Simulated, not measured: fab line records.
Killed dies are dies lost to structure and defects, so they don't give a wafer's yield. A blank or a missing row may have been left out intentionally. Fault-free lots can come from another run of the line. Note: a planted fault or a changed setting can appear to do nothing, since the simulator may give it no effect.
One fault seen from 2 desks | flow sfq-line | each desk has only its own numbers; what lay behind them comes last

## THE TOOL OWNER'S DESK: litho-track-03
The tool's own readings at SFQ_TRILAYER_M4_LITHO_COAT_093 (resist thk 600 nm): means of the sampled wafers that have a number, for each lot that ran on this tool. The brackets show how far a lot's mean lies from the usual mean; more than 4 standard deviations puts the lot out of limits, marked OUT.
Columns: A = spin-speed-rpm at SFQ_TRILAYER_M4_LITHO_COAT_093, usual 2999.8 rpm
lot  | first seen here | A
L833 | day 50 07:46    | 2999.6
L839 | day 54 02:26    | 2999.6
L841 | day 54 09:46    | 2999.4
L851 | day 57 07:31    | 2843.4 (-82) OUT
L852 | day 57 12:16    | 2841.1 (-84) OUT
This desk finds L851, L852 out of limits, L851 being first, at day 57 07:31 (spin-speed-rpm at SFQ_TRILAYER_M4_LITHO_COAT_093). Within limits: L833, L839, L841.

## THE METROLOGY DESK
Lot by lot, what the gauges showed, no matter which tool ran the lot: averages of those sampled wafers that carry a number. The brackets show how far a lot's mean lies from the usual mean; more than 4 standard deviations puts the lot out of limits, marked OUT.
Columns: A = I3_OVL at SFQ_I3_OVL_MEAS_923, usual 1 nm; B = M4_NB_RS at SFQ_M4_RS_MEAS_924, usual 0.885 ohm/sq; C = M4_OVL at SFQ_M4_OVL_MEAS_926, usual 0 nm
lot  | first seen here | A  | B     | C
L833 | day 50 05:59    | 5  | 0.889 | -0
L839 | day 54 00:51    | -2 | 0.892 | -4
L841 | day 54 08:04    | -6 | 0.892 | 4
L851 | day 57 05:54    | -1 | 0.894 | -9
L852 | day 57 10:42    | 8  | 0.891 | -4
L854 | day 57 21:30    | -3 | 0.888 | 4
This desk's finding: nothing out of limits on any of the 6 lots.

## ALL TOGETHER
The tool owner's desk could have raised an alarm at day 57 07:31, on L851, L852.
The metrology desk saw nothing out of limits.
The metrology desk holds a record of L851, L852, inside its limits.
All the named lots went through SFQ_TRILAYER_M4_LITHO_COAT_093 on litho-track-03.

## WHAT THE SIMULATOR PUT IN
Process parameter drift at SFQ_TRILAYER_M4_LITHO_COAT_093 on litho-track-03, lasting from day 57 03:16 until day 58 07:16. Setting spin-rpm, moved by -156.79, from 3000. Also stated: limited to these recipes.
Struck lots among those shown: L851, L852.
Time in hours from fault onset to the first out-of-limits reading at each desk: the tool owner's desk, 4.
